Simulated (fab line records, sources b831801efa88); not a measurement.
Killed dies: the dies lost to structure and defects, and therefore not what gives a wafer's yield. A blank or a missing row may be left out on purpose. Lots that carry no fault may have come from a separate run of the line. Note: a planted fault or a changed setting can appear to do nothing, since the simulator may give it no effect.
Which tool was responsible? | flow sky130 | 14 lots with 42 wafers sampled at 5 steps, on a route of 708 steps

WHAT THE GAUGES READ, wafer by wafer
SKY_LOCAL_INTERCONNECT_CD_MEAS_11: target cd 170 nm.
lot  | measured     | on       | cdNm (nm)
L440 | day 30 07:16 | cdSem-01 | 172.6 171.4 170.8
L442 | day 31 01:23 | cdSem-02 | 165.8 166.3 168.3
L443 | day 31 02:08 | cdSem-01 | 171.1 170.5 170.2
L444 | day 31 13:46 | cdSem-01 | 169.3 170.0 170.7
L450 | day 34 01:28 | cdSem-02 | 171.0 168.5 170.2
L452 | day 34 06:14 | cdSem-01 | 170.4 171.5 171.7
L453 | day 34 15:01 | cdSem-01 | 169.4 168.5 169.9
L454 | day 35 00:28 | cdSem-02 | 169.2 170.7 169.4
L455 | day 35 11:17 | cdSem-01 | 171.3 169.8 170.7
L456 | day 35 11:58 | cdSem-02 | 169.1 169.5 167.6
L457 | day 35 23:04 | cdSem-01 | 168.5 169.2 169.9
L459 | day 36 05:28 | cdSem-02 | 167.8 167.4 166.8
L460 | day 36 10:36 | cdSem-01 | 169.0 169.5 168.5
L463 | day 37 07:56 | cdSem-02 | 170.0 168.9 169.3

SKY_CONTACT_THK_MEAS_01.
lot  | measured     | on           | CONTACT_CVD_00_THK (nm)
L440 | day 30 08:11 | filmMetro-01 | 75.1 74.0 75.5
L442 | day 31 02:17 | filmMetro-01 | 73.8 75.4 75.5
L443 | day 31 03:08 | filmMetro-01 | 74.9 76.6 76.2
L444 | day 31 14:50 | filmMetro-01 | 73.9 75.7 74.8
L450 | day 34 02:30 | filmMetro-04 | 76.6 75.5 75.2
L452 | day 34 07:10 | filmMetro-04 | 73.7 73.2 74.8
L453 | day 34 16:01 | filmMetro-02 | 74.8 72.9 75.0
L454 | day 35 01:34 | filmMetro-01 | 74.4 74.9 77.6
L455 | day 35 12:13 | filmMetro-02 | 73.7 74.4 75.5
L456 | day 35 12:50 | filmMetro-01 | 75.0 74.7 75.2
L457 | day 35 23:59 | filmMetro-04 | 75.3 75.0 76.6
L459 | day 36 06:23 | filmMetro-04 | 74.8 74.5 74.8
L460 | day 36 11:32 | filmMetro-02 | 75.5 73.4 76.9
L463 | day 37 08:50 | filmMetro-01 | 73.7 74.1 72.2

SKY_CONTACT_THK_MEAS_03.
lot  | measured     | on           | CONTACT_HDPCVD_THK (nm)
L440 | day 30 08:18 | filmMetro-04 | 568 565 565
L442 | day 31 02:25 | filmMetro-04 | 560 567 566
L443 | day 31 03:16 | filmMetro-04 | 564 444 565
L444 | day 31 14:58 | filmMetro-04 | 443 570 447
L450 | day 34 02:38 | filmMetro-02 | 564 563 569
L452 | day 34 07:17 | filmMetro-01 | 563 565 557
L453 | day 34 16:09 | filmMetro-04 | 552 566 566
L454 | day 35 01:41 | filmMetro-01 | 565 571 568
L455 | day 35 12:21 | filmMetro-04 | 568 569 567
L456 | day 35 12:58 | filmMetro-02 | 571 565 566
L457 | day 36 00:07 | filmMetro-01 | 570 567 570
L459 | day 36 06:31 | filmMetro-01 | 560 572 571
L460 | day 36 11:40 | filmMetro-01 | 570 575 576
L463 | day 37 08:58 | filmMetro-02 | 568 565 561

EACH LOT AND THE TOOL THAT RAN IT (in order: tool; ch and the chambers of the sampled wafers; start)
lot  | SKY_LOCAL_INTERCONNECT_METAL_ETCH_14 | SKY_CONTACT_HDPCVD_02
L440 | rieMetal-02 ch 0,1, day 30 07:29     | hdpcvd-01 ch 0,1, day 30 08:14
L442 | rieMetal-02 ch 0,1, day 31 01:35     | hdpcvd-02 ch 0,1, day 31 02:20
L443 | rieMetal-01 ch 0, day 31 02:25       | hdpcvd-02 ch 0,1,2, day 31 03:12
L444 | rieMetal-03 ch 0, day 31 14:04       | hdpcvd-02 ch 0,1, day 31 14:54
L450 | rieMetal-03 ch 0, day 34 01:45       | hdpcvd-01 ch 0,1, day 34 02:34
L452 | rieMetal-02 ch 0,1, day 34 06:26     | hdpcvd-01 ch 0,2, day 34 07:13
L453 | rieMetal-03 ch 0, day 34 15:18       | hdpcvd-01 ch 0,1,2, day 34 16:05
L454 | rieMetal-03 ch 0, day 35 00:45       | hdpcvd-02 ch 1,2, day 35 01:37
L455 | rieMetal-02 ch 0,1, day 35 11:30     | hdpcvd-02 ch 0,1,2, day 35 12:17
L456 | rieMetal-01 ch 0,1, day 35 12:09     | hdpcvd-01 ch 0,2, day 35 12:52
L457 | rieMetal-01 ch 0,1, day 35 23:17     | hdpcvd-02 ch 1,2, day 36 00:02
L459 | rieMetal-03 ch 0,1, day 36 05:41     | hdpcvd-01 ch 0,2, day 36 06:26
L460 | rieMetal-01 ch 0,1, day 36 10:49     | hdpcvd-02 ch 0,1,2, day 36 11:35
L463 | rieMetal-01 ch 0,1, day 37 08:08     | hdpcvd-01 ch 0,1,2, day 37 08:53
- SKY_LOCAL_INTERCONNECT_METAL_ETCH_14: etches TiN in Cl2/BCl3, stops on PSG, target depth 110 nm, time 31.4 s.
- SKY_CONTACT_HDPCVD_02: deposits SiO2, target thk 565 nm, time 94.2 s.

AS READ BY THE TOOLS THEMSELVES (means over the sampled wafers that have a number; for cases with no such wafer, the mark the record gives instead)
SKY_LOCAL_INTERCONNECT_METAL_ETCH_14.
lot  | tool        | drypumpMotorCurrentA (A) | oesProductAu (a.u.) | throttleValvePct (%)
L440 | rieMetal-02 | 6.22                     | 0.949               | 21.885
L442 | rieMetal-02 | 6.24                     | 0.941               | 21.901
L443 | rieMetal-01 | 6.25                     | 0.944               | 21.905
L444 | rieMetal-03 | 5.98                     | 0.942               | 21.888
L450 | rieMetal-03 | 5.98                     | 0.933               | 21.907
L452 | rieMetal-02 | 6.22                     | 0.946               | 21.904
L453 | rieMetal-03 | 5.98                     | 0.941               | 21.894
L454 | rieMetal-03 | 5.98                     | 0.949               | 21.888
L455 | rieMetal-02 | 6.41                     | 0.945               | 21.894
L456 | rieMetal-01 | 6.14                     | 0.933               | 21.905
L457 | rieMetal-01 | 6.20                     | 0.946               | 21.897
L459 | rieMetal-03 | 5.75                     | 0.941               | 21.901
L460 | rieMetal-01 | 6.19                     | 0.941               | 21.896
L463 | rieMetal-01 | 6.12                     | 0.946               | 21.895

SKY_CONTACT_HDPCVD_02.
lot  | tool      | sih4FlowSccm (sccm)
L440 | hdpcvd-01 | 59.92
L442 | hdpcvd-02 | 60.13
L443 | hdpcvd-02 | 55.93
L444 | hdpcvd-02 | 52.15
L450 | hdpcvd-01 | 60.14
L452 | hdpcvd-01 | 59.93
L453 | hdpcvd-01 | 60.04
L454 | hdpcvd-02 | 59.96
L455 | hdpcvd-02 | 59.81
L456 | hdpcvd-01 | 59.91
L457 | hdpcvd-02 | 59.93
L459 | hdpcvd-01 | 60.01
L460 | hdpcvd-02 | 60.04
L463 | hdpcvd-01 | 59.95

THE ANSWER, worked out from the rows above alone
Rule: usual is defined by the lots themselves. Put in order of their means at a reading, lots are off if they are a third of the lots or fewer, leave a main group of 4 or more, and stand apart from it by a gap of 3 or more times the standard deviation of the main group's means; of several such gaps the widest counts. The tables above print the reading to a certain number of digits; a main group whose means all agree to those digits is not used. A lot without any number at a reading at which 4 lots or more have one is off too. Any other lot the step has rows for is counted as sound. Order of review: gauges by route order, followed by the tools' own readings, for which a lot's mean as printed above is used. The first step at which some lot is off is used, and at that step the reading that is off furthest; a lot without a number counts as furthest.
Off: at SKY_CONTACT_THK_MEAS_03 (CONTACT_HDPCVD_THK), L443, L444. The main group has a mean of 566 nm with a standard deviation of 3.2.
If a tool, at a process step before that reading, ran all the lots that are off and no sound lot after the first of them, it fits. The gauges at SKY_CONTACT_THK_MEAS_03 aren't tried: what is off there is off at SKY_CONTACT_HDPCVD_02 too, on other tools, and a gauge's error can't cause that. Of those tried, none fits.

WHAT THE SIMULATOR PUT IN
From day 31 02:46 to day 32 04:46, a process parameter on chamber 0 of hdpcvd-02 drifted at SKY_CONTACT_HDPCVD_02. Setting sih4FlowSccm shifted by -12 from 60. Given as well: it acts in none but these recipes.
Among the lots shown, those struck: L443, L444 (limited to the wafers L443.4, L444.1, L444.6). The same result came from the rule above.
